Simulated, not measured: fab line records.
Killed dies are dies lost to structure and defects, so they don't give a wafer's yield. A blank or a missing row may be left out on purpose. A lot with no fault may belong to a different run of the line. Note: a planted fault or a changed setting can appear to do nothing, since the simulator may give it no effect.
Struck lot and sound lot, side by side    flow gf180mcu    43 steps out of a route of 602
Sound: these wafers, L918.2, L918.5, L918.6. Wafers struck: L934.2, L934.3, L934.5. At the end, the cause is stated.
Per side, at each step with rows, come the tool, then ch with its chambers, and then its first start. Under that, the readings that differ: sound wafers    struck wafers    difference of the means    sigmas: that difference in standard deviations of wafers without a fault.
alike: same words and numbers on both sides, and readings whose means sit less than 2 such deviations apart. not compared: any withheld reading, any reading some wafer has no value for, any bound like >300 that may hide the same value, and any number with overlapping values for which the record gives no deviation.
Wherever a step has rows on one side only, a row that says differs or no value, or a row with sigmas, the two part there. Non-overlapping numbers with no deviation appear without sigmas and do not part them. Lack of a reading on every wafer of one side parts them only where that side has two or more wafers.

first, 1 step without rows for these wafers: GF_MVSD_IMPLANT_09.
GF_MVSD_STRIP_10: strips in O2/N2.
  sound on plasma asher-04 ch 0,1, day 4 11:29; struck on plasma asher-02 ch 1, day 8 08:17
  alike: drypump motor current A, heater power w, oes product au, strip time to endpoint s
  not compared: rf hours counter h
GF_MVSD_TW_MEAS_11:
  sound: film metro-01 at day 4 11:35; struck: film metro-03 at day 8 08:23
  alike: MVSD_TW
then, 7 steps without rows for these wafers: GF_MVPSD_DEHYDRATE_00 (time 60 s); GF_MVPSD_HMDS_01 (prime time 60 s); GF_MVPSD_COAT_02 (resist thk 3000 nm); GF_MVPSD_SOFTBAKE_03; GF_MVPSD_EXPOSE_04 (exposes mask MVPSD, target cd 1000 nm); GF_MVPSD_PEB_05; GF_MVPSD_DEVELOP_06 (develop time 60 s).
GF_MVPSD_OVL_MEAS_07:
  sound: overlay-01 at day 5 01:08; struck: overlay-01 at day 9 01:11
  alike: MVPSD_OVL
following that, these wafers have no rows for 1 step: GF_MVPSD_IMPLANT_08.
GF_MVPSD_IMPLANT_09:
  struck on implanter-03, day 9 01:23; sound on implanter-04 ch 0, day 5 01:20
  no value came back on the struck wafers for beam energy keV, beam on s (s); on the sound wafers beam energy keV reads 40.008 39.990 40.012
GF_MVPSD_STRIP_10: strips in O2/N2.
  sound on plasma asher-03 ch 0,1, day 5 01:28; struck on plasma asher-02 ch 0,1, day 9 01:31
  alike: drypump motor current A, heater power w, oes product au, strip time to endpoint s
  not compared: rf hours counter h
GF_MVPSD_TW_MEAS_11:
  sound: film metro-03 at day 5 01:34; struck: film metro-01 at day 9 01:37
  alike: MVPSD_TW
then, 7 steps without rows for these wafers: GF_VT_IMPLANT_DEHYDRATE_00 (time 60 s); GF_VT_IMPLANT_HMDS_01 (prime time 60 s); GF_VT_IMPLANT_COAT_02 (resist thk 1000 nm); GF_VT_IMPLANT_SOFTBAKE_03 (time 60 s); GF_VT_IMPLANT_EXPOSE_04 (exposes mask LVPWELL LV AREA, target cd 600 nm); GF_VT_IMPLANT_PEB_05; GF_VT_IMPLANT_DEVELOP_06 (develop time 60 s).
GF_VT_IMPLANT_OVL_MEAS_07:
  sound: overlay-02 at day 5 16:11; struck: overlay-01 at day 9 18:50
  alike: VT_IMPLANT_OVL
following that, these wafers have no rows for 1 step: GF_VT_IMPLANT_IMPLANT_08.
GF_VT_IMPLANT_STRIP_09: strips in O2/N2.
  sound on plasma asher-01 ch 0,1, day 5 16:22; struck on plasma asher-04 ch 0,1, day 9 19:01
  alike: drypump motor current A, heater power w, oes product au, strip time to endpoint s
  not compared: rf hours counter h
GF_VT_IMPLANT_TW_MEAS_10:
  sound: film metro-02 at day 5 16:28; struck: film metro-01 at day 9 19:07
reading        sound        struck       difference  sigmas
VT_IMPLANT_TW  559 562 565  574 577 572  +12         +2
then, 7 steps without rows for these wafers: GF_VT_IMPLANT_DEHYDRATE_11 (time 60 s); GF_VT_IMPLANT_HMDS_12 (prime time 60 s); GF_VT_IMPLANT_COAT_13 (resist thk 1000 nm); GF_VT_IMPLANT_SOFTBAKE_14 (time 60 s); GF_VT_IMPLANT_EXPOSE_15 (exposes mask Nwell LV AREA, target cd 860 nm); GF_VT_IMPLANT_PEB_16; GF_VT_IMPLANT_DEVELOP_17 (develop time 60 s).
GF_VT_IMPLANT_OVL_MEAS_18:
  sound: overlay-02 at day 6 06:53; struck: overlay-02 at day 10 11:41
  alike: VT_IMPLANT_01_OVL
following that, these wafers have no rows for 1 step: GF_VT_IMPLANT_IMPLANT_19.
GF_VT_IMPLANT_STRIP_20: strips in O2/N2.
  sound on plasma asher-03 ch 0,1, day 6 07:04; struck on plasma asher-01 ch 0, day 10 11:52
  alike: drypump motor current A, heater power w, oes product au, strip time to endpoint s
  not compared: rf hours counter h
GF_VT_IMPLANT_TW_MEAS_21:
  sound: film metro-02 at day 6 07:10; struck: film metro-04 at day 10 11:58
  alike: VT_IMPLANT_2_TW
then, 5 steps without rows for these wafers: GF_VT_IMPLANT_DEHYDRATE_22 (time 60 s); GF_VT_IMPLANT_HMDS_23 (prime time 60 s); GF_VT_IMPLANT_COAT_24 (resist thk 1000 nm); GF_VT_IMPLANT_SOFTBAKE_25 (time 60 s); GF_VT_IMPLANT_EXPOSE_26 (exposes mask LVPWELL HV AREA, target cd 860 nm).
GF_VT_IMPLANT_RS_MEAS_49: measurement is done with a four-point probe.
  sound: film metro-01 at day 7 15:09; struck: film metro-04 at day 12 01:37
reading            sound                 struck                difference  sigmas
MVPSD_RS (ohm/sq)  1169.8 1168.9 1169.5  1525.9 1531.5 1538.8  +362.7      +99 or more

== WHERE THEY PART ==
Earliest at GF_MVPSD_IMPLANT_09; latest, in this record, at GF_VT_IMPLANT_RS_MEAS_49.

WHY: what had been put in by the simulator
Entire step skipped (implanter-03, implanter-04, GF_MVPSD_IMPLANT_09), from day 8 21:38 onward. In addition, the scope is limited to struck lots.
